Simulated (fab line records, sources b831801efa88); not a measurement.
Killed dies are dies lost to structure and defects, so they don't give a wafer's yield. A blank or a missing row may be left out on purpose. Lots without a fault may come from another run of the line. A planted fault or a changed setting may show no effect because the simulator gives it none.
Which tool did it? | flow sky130 | 11 lots, 33 wafers sampled, at 3 steps of a route of 708

WHAT THE GAUGES READ, wafer by wafer
SKY_NWELL_TW_MEAS_15.
lot  | measured     | on            | NWELL_TW
L761 | day 5 07:57  | film_metro-03 | 1820 1815 1827
L765 | day 6 06:26  | film_metro-03 | 3782 3786 3793
L768 | day 6 18:27  | film_metro-01 | 3875 3848 3857
L769 | day 7 03:32  | film_metro-04 | 1832 1823 1826
L774 | day 8 07:24  | film_metro-04 | 1807 1813 1810
L775 | day 8 10:04  | film_metro-03 | 1826 1819 1818
L778 | day 9 05:37  | film_metro-03 | 1810 1813 1796
L779 | day 9 09:43  | film_metro-01 | 1838 1843 1838
L780 | day 9 14:38  | film_metro-03 | 1815 1812 1818
L781 | day 10 04:22 | film_metro-03 | 1821 1834 1822
L782 | day 10 10:06 | film_metro-03 | 1818 1819 1820

WHICH TOOL RAN EACH LOT (tool, then ch and the chambers of the sampled wafers, then the start)
lot  | SKY_FIELD_ISO_ETCH_17           | SKY_NWELL_IMPLANT_11
L761 | rie_si-02 ch 0,2, day 2 14:37   | implanter-02 ch 0, day 5 07:25
L765 | rie_si-01 ch 0,1,3, day 3 15:44 | implanter-02 ch 0, day 6 05:53
L768 | rie_si-01 ch 0,2,3, day 4 07:02 | implanter-02 ch 0, day 6 17:54
L769 | rie_si-02 ch 0,2,3, day 4 11:22 | implanter-04 ch 0, day 7 02:59
L774 | rie_si-02 ch 1,3, day 5 11:47   | implanter-01 ch 0, day 8 06:51
L775 | rie_si-01 ch 1,2,3, day 5 15:27 | implanter-04 ch 0, day 8 09:32
L778 | rie_si-02 ch 0,2,3, day 6 08:36 | implanter-02 ch 0, day 9 05:05
L779 | rie_si-01 ch 0,3, day 6 13:37   | implanter-04 ch 0, day 9 09:11
L780 | rie_si-02 ch 0,1,3, day 6 18:01 | implanter-04 ch 0, day 9 14:05
L781 | rie_si-01 ch 0,2,3, day 7 01:23 | implanter-02 ch 0, day 10 03:52
L782 | rie_si-02 ch 0,1,3, day 7 05:49 | implanter-02 ch 0, day 10 09:33
- SKY_FIELD_ISO_ETCH_17: etches Si in HBr/Cl2/O2, target depth 342 nm, time 97.7 s.
- SKY_NWELL_IMPLANT_11

THE ANSWER, worked out from the rows above alone
Rule: what is usual is taken from the lots themselves. Put in order of their means at a reading, lots are off if they are a third of the lots or fewer, leave a main group of 4 or more, and stand apart from it by a gap of 3 or more times the standard deviation of the main group's means; of several such gaps the widest counts. A main group whose means are all the same, to the digits that the tables above print for the reading, isn't used. A lot without any number at a reading at which 4 lots or more have one is off too. The other lots that the step has rows for count as sound.
Off: L765, L768, at SKY_NWELL_TW_MEAS_15 (NWELL_TW). The main group: mean 1820, standard deviation 9.3.
A tool fits if, at a process step before that reading, it ran every lot that is off, and no sound lot after the first of them. The gauges at SKY_NWELL_TW_MEAS_15 are tried like those tools. None of those tried fits.

WHAT THE SIMULATOR HAD PUT IN
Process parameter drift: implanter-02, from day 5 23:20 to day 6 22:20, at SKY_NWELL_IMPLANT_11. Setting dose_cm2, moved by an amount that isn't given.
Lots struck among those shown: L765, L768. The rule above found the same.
